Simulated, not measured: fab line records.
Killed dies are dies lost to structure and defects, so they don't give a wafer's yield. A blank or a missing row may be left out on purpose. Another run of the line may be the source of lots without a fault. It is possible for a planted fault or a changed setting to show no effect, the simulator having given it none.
fab line records	flow sky130
record: lots: 6	wafers: 18	last-day: 50
route steps=708 shown SD_P@328 RES_XHIGH@332 SD_N@342
lots that met no fault: from a run of the same line without faults
start-h: hours from the record's opening day to when the first of the lot's shown wafers began	wait-h: time in hours since the lot's previous step	" same as the row above	L1.1+2: one row covering several wafers at once	- either no value or no given start	* or withheld: withheld	< > ~ a bound
route shown NAME@n: a module of which the file shows steps, and the number in the route of the first	usual: the fault-free wafers' mean and standard deviation	same: alike in all rows	chamber/n: place in a boat	sites: per-site readings	_std_site: their standard deviation	_edge_site: inner sites' mean taken away from outer sites' mean	radius-mm: how far each site lies from the wafer's centre	mask NAME#n: copy n	behind: the tool/chamber that last shaped the wafer	hold: cause of the lot's hold/its duration in hours/its outcome	device: names the non-switching transistor (n, p or np)	end of line: tests run on the same wafers once the route is complete	a step with no rows: only its recipe	killed: the dies lost at the first sort to structure and to defects; this is not the yield of the wafer	map: the dies of a wafer, with x for killed, . for not killed, _ for no die there
set.NAME: the setting the step ran with; set.NAME@STEP: the setting that earlier step ran with	model.NAME: the simulator's own value behind a step, which no gauge read
a table for each step, a row for each wafer; lots at some steps of the route
services: from which hour (start-h, from the record's first day; less than 0 if before it) a tool's chamber was out of use, for how many hours, and why
== steps ==
step: SKY_SD_P_OVL_MEAS_08
usual: SD_P_OVL: -0.4/1.4
lot.wafer	tool	chamber	start-h	wait-h	SD_P_OVL[nm]
L335.1	overlay-02	-	638.13	0.1	-0.6
L335.4	"	-	"	"	-1.0
L335.5	"	-	"	"	-0.1
L340.1	overlay-02	-	679.08	0.1	-1.7
L340.4	"	-	"	"	0.3
L340.6	"	-	"	"	-2.5
L341.2	overlay-02	-	691.09	0.1	-2.6
L341.3	"	-	"	"	-0.3
L341.5	"	-	"	"	-0.8
L342.1	overlay-02	-	704.26	0.1	2.4
L342.2	"	-	"	"	-0.3
L342.3	"	-	"	"	0.0
L343.2	overlay-02	-	707.09	0.1	0.7
L343.4	"	-	"	"	0.6
L343.5	"	-	"	"	-0.6
L351.2	overlay-01	-	780.51	0.1	-0.7
L351.3	"	-	"	"	-0.1
L351.4	"	-	"	"	-1.7
step: SKY_SD_P_IMPLANT_09
recipe: species: BF2	energy-kev: 20	dose-cm2: 3e+15	tilt-deg: 0
step: SKY_SD_P_STRIP_10
recipe: chemistry: O2/N2	power-w: 1400	pressure-mtorr: 1500	platen-temp-c: withheld	o2-flow-sccm: 3000	n2-flow-sccm: 300	overash-fraction: 0.5
usual: chamber-pressure-mTorr: 1500.0/1.4	drypump-motor-current-A: 5.6/0.47	o2-flow-sccm: 3001/8.7	oes-product-au: 0.618/0.0045	strip-time-to-endpoint-s: 17.50/0.048
lot.wafer	tool	chamber	start-h	wait-h	chamber-pressure-mTorr	drypump-motor-current-A	o2-flow-sccm	oes-product-au	rf-hours-counter-h	strip-time-to-endpoint-s
L335.1	plasma-asher-03	0	638.32	0.1	1500.4	5.0	3005	0.627	20	17.48
L335.4	"	1	"	"	1499.4	5.7	2992	0.608	-	17.46
L335.5	"	0	"	"	1500.2	5.0	2999	0.615	-	17.49
L340.1	plasma-asher-02	0	679.27	0.1	1500.1	6.4	2982	0.618	87	17.45
L340.4	"	1	"	"	1498.7	5.7	3012	0.617	-	17.42
L340.6	"	0	"	"	1500.2	6.4	3007	0.610	-	17.44
L341.2	plasma-asher-01	1	691.27	0.1	1501.2	5.7	2984	0.615	58	17.48
L341.3	"	1	"	"	1500.1	5.7	2998	0.626	-	17.49
L341.5	"	1	"	"	1500.2	5.7	2992	0.618	-	17.45
L342.1	plasma-asher-02	1	704.44	0.1	1499.5	5.6	3002	0.619	90	17.53
L342.2	"	0	"	"	1501.7	6.3	3005	0.620	90	17.56
L342.3	"	0	"	"	1499.6	6.3	3022	0.605	-	17.55
L343.2	plasma-asher-02	1	707.27	0.1	1499.7	5.6	2997	0.622	90	17.51
L343.4	"	1	"	"	1500.3	5.6	2997	0.619	-	17.52
L343.5	"	1	"	"	1498.1	5.7	3011	0.611	-	17.53
L351.2	plasma-asher-02	0	780.69	0.1	1501.7	6.4	2995	0.614	99	17.47
L351.3	"	0	"	"	1499.4	6.3	2979	0.610	-	17.45
L351.4	"	1	"	"	1500.0	5.7	2991	0.614	-	17.50
step: SKY_SD_P_TW_MEAS_11
usual: SD_P_TW: 2803/47
lot.wafer	tool	chamber	start-h	wait-h	SD_P_TW
L335.1	film-metro-01	-	638.42	0.1	2724
L335.4	"	-	"	"	2738
L335.5	"	-	"	"	2726
L340.1	film-metro-01	-	679.37	0.1	2749
L340.4	"	-	"	"	2742
L340.6	"	-	"	"	2754
L341.2	film-metro-04	-	691.38	0.1	2845
L341.3	"	-	"	"	2838
L341.5	"	-	"	"	2856
L342.1	film-metro-02	-	704.54	0.1	2830
L342.2	"	-	"	"	2840
L342.3	"	-	"	"	2813
L343.2	film-metro-02	-	707.38	0.1	2842
L343.4	"	-	"	"	2820
L343.5	"	-	"	"	2833
L351.2	film-metro-02	-	780.80	0.1	2803
L351.3	"	-	"	"	2817
L351.4	"	-	"	"	2810
step: SKY_RES_XHIGH_DEHYDRATE_00
recipe: temp-c: 200	time-s: 60
step: SKY_RES_XHIGH_HMDS_01
recipe: prime-time-s: 60	prime-temp-c: 120
step: SKY_RES_XHIGH_COAT_02
recipe: resist: NOVOLAK	spin-rpm: 3000	resist-thk-nm: 1140
step: SKY_RES_XHIGH_SOFTBAKE_03
recipe: temp-c: 90	time-s: 60	resist: NOVOLAK
step: SKY_RES_XHIGH_EXPOSE_04
recipe: mask-id: URPM	na: 0.6	source-shape: conventional	sigma-outer: 0.6	polarization: unpolarized	target-cd-nm: 1270	dose-mj: 140
step: SKY_RES_XHIGH_PEB_05
recipe: temp-c: withheld	time-s: *	resist: NOVOLAK
step: SKY_RES_XHIGH_DEVELOP_06
recipe: resist: NOVOLAK	developer: TMAH	develop-time-s: 60	dev-temp-c: 23
step: SKY_RES_XHIGH_IMPLANT_07
recipe: species: BF2	energy-kev: 20	dose-cm2: 3.6e+14	tilt-deg: 0
step: SKY_RES_XHIGH_STRIP_08
recipe: chemistry: O2/N2	power-w: 1400	pressure-mtorr: 1500	platen-temp-c: withheld	o2-flow-sccm: 3000	n2-flow-sccm: 300	overash-fraction: 0.5
usual: chamber-pressure-mTorr: 1499.9/1.3	drypump-motor-current-A: 5.5/0.4	o2-flow-sccm: 3001/8.8	oes-product-au: 0.711/0.0046	strip-time-to-endpoint-s: 14.25/0.046
lot.wafer	tool	chamber	start-h	wait-h	chamber-pressure-mTorr	drypump-motor-current-A	o2-flow-sccm	oes-product-au	rf-hours-counter-h	strip-time-to-endpoint-s	model.NOVOLAK_of_RES_XHIGH_COAT_02.thk-nm
L335.1	plasma-asher-03	0	666.98	0.1	1499.6	5.1	3007	0.706	22	14.24	0
L335.4	"	1	"	"	1496.1	5.7	2986	0.709	-	14.23	0
L335.5	"	0	"	"	1499.6	5.1	3004	0.715	-	14.24	0
L340.1	plasma-asher-01	0	707.11	0.1	1499.2	5.0	2999	0.710	60	14.29	0
L340.4	"	1	"	"	1501.2	5.8	2998	0.707	-	14.24	0
L340.6	"	0	"	"	1500.7	4.9	3006	0.709	-	14.28	0
L341.2	plasma-asher-03	0	719.05	0.1	-	-	-	-	-	-	1137
L341.3	"	0	"	"	-	-	-	-	-	-	1133
L341.5	"	1	"	"	-	-	-	-	-	-	1135
L342.1	plasma-asher-03	1	732.01	0.1	-	-	-	-	-	-	1146
L342.2	"	0	"	"	-	-	-	-	-	-	1141
L342.3	"	1	"	"	-	-	-	-	-	-	1144
L343.2	plasma-asher-01	1	734.41	0.1	1500.8	5.7	2999	0.710	63	14.25	0
L343.4	"	0	"	"	1501.7	5.0	3010	0.714	-	14.24	0
L343.5	"	0	"	"	1499.8	5.0	3006	0.712	-	14.25	0
L351.2	plasma-asher-01	1	807.16	0.1	1501.5	5.8	2990	0.703	70	14.24	0
L351.3	"	1	"	"	1501.5	5.8	2996	0.712	-	14.27	0
L351.4	"	0	"	"	1500.5	4.9	3003	0.709	-	14.20	0
step: SKY_RES_XHIGH_TW_MEAS_09
usual: RES_XHIGH_TW: 1620/29
lot.wafer	tool	chamber	start-h	wait-h	RES_XHIGH_TW
L335.1	film-metro-02	-	667.08	0.1	1625
L335.4	"	-	"	"	1649
L335.5	"	-	"	"	1646
L340.1	film-metro-01	-	707.21	0.1	1604
L340.4	"	-	"	"	1608
L340.6	"	-	"	"	1599
L341.2	film-metro-01	-	719.16	0.1	1593
L341.3	"	-	"	"	1595
L341.5	"	-	"	"	1602
L342.1	film-metro-01	-	732.11	0.1	1577
L342.2	"	-	"	"	1582
L342.3	"	-	"	"	1586
L343.2	film-metro-01	-	734.52	0.1	1573
L343.4	"	-	"	"	1577
L343.5	"	-	"	"	1580
L351.2	film-metro-01	-	807.27	0.1	1585
L351.3	"	-	"	"	1592
L351.4	"	-	"	"	1588
step: SKY_SD_N_DEHYDRATE_00
recipe: temp-c: 200	time-s: 60
step: SKY_SD_N_HMDS_01
recipe: prime-time-s: 60	prime-temp-c: 120
step: SKY_SD_N_COAT_02
recipe: resist: NOVOLAK	spin-rpm: 3000	resist-thk-nm: 1140
step: SKY_SD_N_SOFTBAKE_03
recipe: temp-c: 90	time-s: 60	resist: NOVOLAK
step: SKY_SD_N_EXPOSE_04
recipe: mask-id: NSDM	na: 0.6	source-shape: conventional	sigma-outer: 0.6	polarization: unpolarized	target-cd-nm: 380	dose-mj: 141
step: SKY_SD_N_PEB_05
recipe: temp-c: withheld	time-s: *	resist: NOVOLAK
step: SKY_SD_N_DEVELOP_06
recipe: resist: NOVOLAK	developer: TMAH	develop-time-s: 60	dev-temp-c: 23
step: SKY_SD_N_CD_MEAS_07
recipe: target-cd-nm: 380
usual: cd-nm: 379.9/2.6
lot.wafer	tool	chamber	start-h	wait-h	cd-nm
L335.1	cd-sem-01	-	695.54	0.1	382.6
L335.4	"	-	"	"	381.3
L335.5	"	-	"	"	381.4
L340.1	cd-sem-02	-	733.64	0.1	383.4
L340.4	"	-	"	"	384.2
L340.6	"	-	"	"	382.7
L341.2	cd-sem-02	-	746.36	0.1	378.9
L341.3	"	-	"	"	382.1
L341.5	"	-	"	"	380.7
L342.1	cd-sem-02	-	759.13	0.1	379.7
L342.2	"	-	"	"	383.4
L342.3	"	-	"	"	382.7
L343.2	cd-sem-02	-	761.93	0.1	384.8
L343.4	"	-	"	"	382.4
L343.5	"	-	"	"	383.0
L351.2	cd-sem-01	-	833.25	0.1	376.9
L351.3	"	-	"	"	377.9
L351.4	"	-	"	"	379.9
step: SKY_SD_N_OVL_MEAS_08
usual: SD_N_OVL: 0.0/1.2
lot.wafer	tool	chamber	start-h	wait-h	SD_N_OVL[nm]
L335.1	overlay-01	-	695.66	0.1	-0.4
L335.4	"	-	"	"	-0.4
L335.5	"	-	"	"	0.3
L340.1	overlay-02	-	733.76	0.1	-1.9
L340.4	"	-	"	"	0.1
L340.6	"	-	"	"	-1.4
L341.2	overlay-01	-	746.46	0.1	-0.9
L341.3	"	-	"	"	-0.9
L341.5	"	-	"	"	0.7
L342.1	overlay-02	-	759.25	0.1	-1.3
L342.2	"	-	"	"	0.7
L342.3	"	-	"	"	1.0
L343.2	overlay-01	-	762.04	0.1	0.7
L343.4	"	-	"	"	-1.0
L343.5	"	-	"	"	0.1
L351.2	overlay-02	-	833.35	0.1	-1.8
L351.3	"	-	"	"	0.0
L351.4	"	-	"	"	-2.1
step: SKY_SD_N_IMPLANT_09
recipe: species: As	energy-kev: 50	dose-cm2: 4e+15	tilt-deg: 0
step: SKY_SD_N_IMPLANT_10
recipe: species: P	energy-kev: 20	dose-cm2: 1e+14	tilt-deg: 0
step: SKY_SD_N_STRIP_11
recipe: chemistry: O2/N2	power-w: 1400	pressure-mtorr: 1500	platen-temp-c: withheld	o2-flow-sccm: 3000	n2-flow-sccm: 300	overash-fraction: 0.5
usual: chamber-pressure-mTorr: 1500.1/1.3	drypump-motor-current-A: 5.7/0.44	o2-flow-sccm: 3000/8.5	oes-product-au: 0.527/0.0051	strip-time-to-endpoint-s: 22.55/0.045
lot.wafer	tool	chamber	start-h	wait-h	chamber-pressure-mTorr	drypump-motor-current-A	o2-flow-sccm	oes-product-au	rf-hours-counter-h	strip-time-to-endpoint-s
L335.1	plasma-asher-04	0	695.99	0.1	1501.2	6.0	3013	0.528	98	22.49
L335.4	"	0	"	"	1500.1	6.0	2999	0.528	-	22.49
L335.5	"	1	"	"	1500.2	5.8	3009	0.524	-	22.53
L340.1	plasma-asher-01	0	734.09	0.1	1501.6	5.0	2999	0.537	63	22.55
L340.4	"	1	"	"	1499.8	5.8	3003	0.535	-	22.53
L340.6	"	1	"	"	1498.8	5.8	2996	0.525	-	22.53
L341.2	plasma-asher-02	0	746.79	0.1	1501.1	6.3	3003	0.608	94	39.41
L341.3	"	0	"	"	1499.6	6.3	3000	0.619	-	39.37
L341.5	"	1	"	"	1501.6	5.7	3004	0.618	-	39.40
L342.1	plasma-asher-02	1	759.58	0.1	1498.3	5.7	2988	0.607	96	39.51
L342.2	"	0	"	"	1500.6	6.4	2990	0.616	96	39.45
L342.3	"	0	"	"	1501.0	6.3	3001	0.617	-	39.48
L343.2	plasma-asher-04	0	762.37	0.1	1497.8	6.0	3004	0.529	2	22.58
L343.4	"	0	"	"	1499.6	6.0	3012	0.527	-	22.60
L343.5	"	1	"	"	1502.2	5.8	2994	0.522	-	22.57
L351.2	plasma-asher-01	1	833.68	0.1	1499.1	5.8	3011	0.523	72	22.46
L351.3	"	1	"	"	1500.2	5.8	3000	0.525	-	22.47
L351.4	"	0	"	"	1499.3	5.0	2995	0.524	-	22.48
step: SKY_SD_N_TW_MEAS_12
usual: SD_N_TW: 3945/67
lot.wafer	tool	chamber	start-h	wait-h	SD_N_TW
L335.1	film-metro-04	-	696.09	0.1	4020
L335.4	"	-	"	"	4002
L335.5	"	-	"	"	4025
L340.1	film-metro-01	-	734.19	0.1	3865
L340.4	"	-	"	"	3862
L340.6	"	-	"	"	3866
L341.2	film-metro-01	-	746.90	0.1	29
L341.3	"	-	"	"	29
L341.5	"	-	"	"	29
L342.1	film-metro-01	-	759.68	0.1	29
L342.2	"	-	"	"	29
L342.3	"	-	"	"	29
L343.2	film-metro-02	-	762.48	0.1	4030
L343.4	"	-	"	"	4001
L343.5	"	-	"	"	4007
L351.2	film-metro-04	-	833.79	0.1	3977
L351.3	"	-	"	"	4007
L351.4	"	-	"	"	3999
step: SKY_SD_N_CLEAN_13
recipe: chemistry: SC1/SC2	mix: 1:4:20	temp-c: 70	time-s: 150	dry: n2-spin
== services ==
tool	chamber	start-h	hours	kind
plasma-asher-01	-	625.81	5.2	repair
plasma-asher-03	-	640.19	10.2	repair
plasma-asher-02	-	671.01	5.6	repair
plasma-asher-04	-	733.75	9.0	pm
plasma-asher-04	0	733.75	9.0	vent-cycle
plasma-asher-04	1	733.75	9.0	vent-cycle
plasma-asher-01	-	735.04	12.5	repair
plasma-asher-04	0	742.75	-	clean
plasma-asher-04	1	742.75	-	clean
plasma-asher-04	-	747.99	0.4	repair
plasma-asher-03	-	759.09	3.2	repair
plasma-asher-03	-	761.36	3.7	repair
plasma-asher-04	-	764.22	29.1	pm
plasma-asher-04	-	793.30	14.6	pm
plasma-asher-03	-	810.93	2.8	pm
== key ==
first-sign: step: SKY_RES_XHIGH_STRIP_08	reading: tool-record	direction: missing
effect: step: SKY_SD_N_STRIP_11	reading: strip-time-to-endpoint-s	direction: up	sigmas: 99+	usual: *	struck: *
effect: step: SKY_SD_N_TW_MEAS_12	reading: SD_N_TW	direction: down	sigmas: 58	usual: 3945	struck: 29
model-effect: step: SKY_RES_XHIGH_STRIP_08	value: NOVOLAK_of_RES_XHIGH_COAT_02.thk-nm	without: 0	struck: 1139
met-at SKY_RES_XHIGH_STRIP_08
struck-wafers L341.2,L341.3,L341.5,L342.1,L342.2,L342.3
sort-left-out L341.2,L341.3,L341.5,L342.1,L342.2,L342.3
tester-left-out L341,L342
onset-between 666.98 719.05
fault: kind: skipped-step-whole	tool: plasma-asher-03	chamber: -	onset-h: 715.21	steps: SKY_RES_XHIGH_STRIP_08	scope: struck-lots-only
tester-left-out: of these lots the tester's yield and bins aren't shown, on N5 and GAA mostly nor the transistor test; their killed dies are dies lost to structure and defects alone, not to doping, threshold or leakage, so they don't give the yield
sort-left-out: the simulated sort isn't trusted on such a fault, so these wafers' sort isn't shown, and their yield isn't known
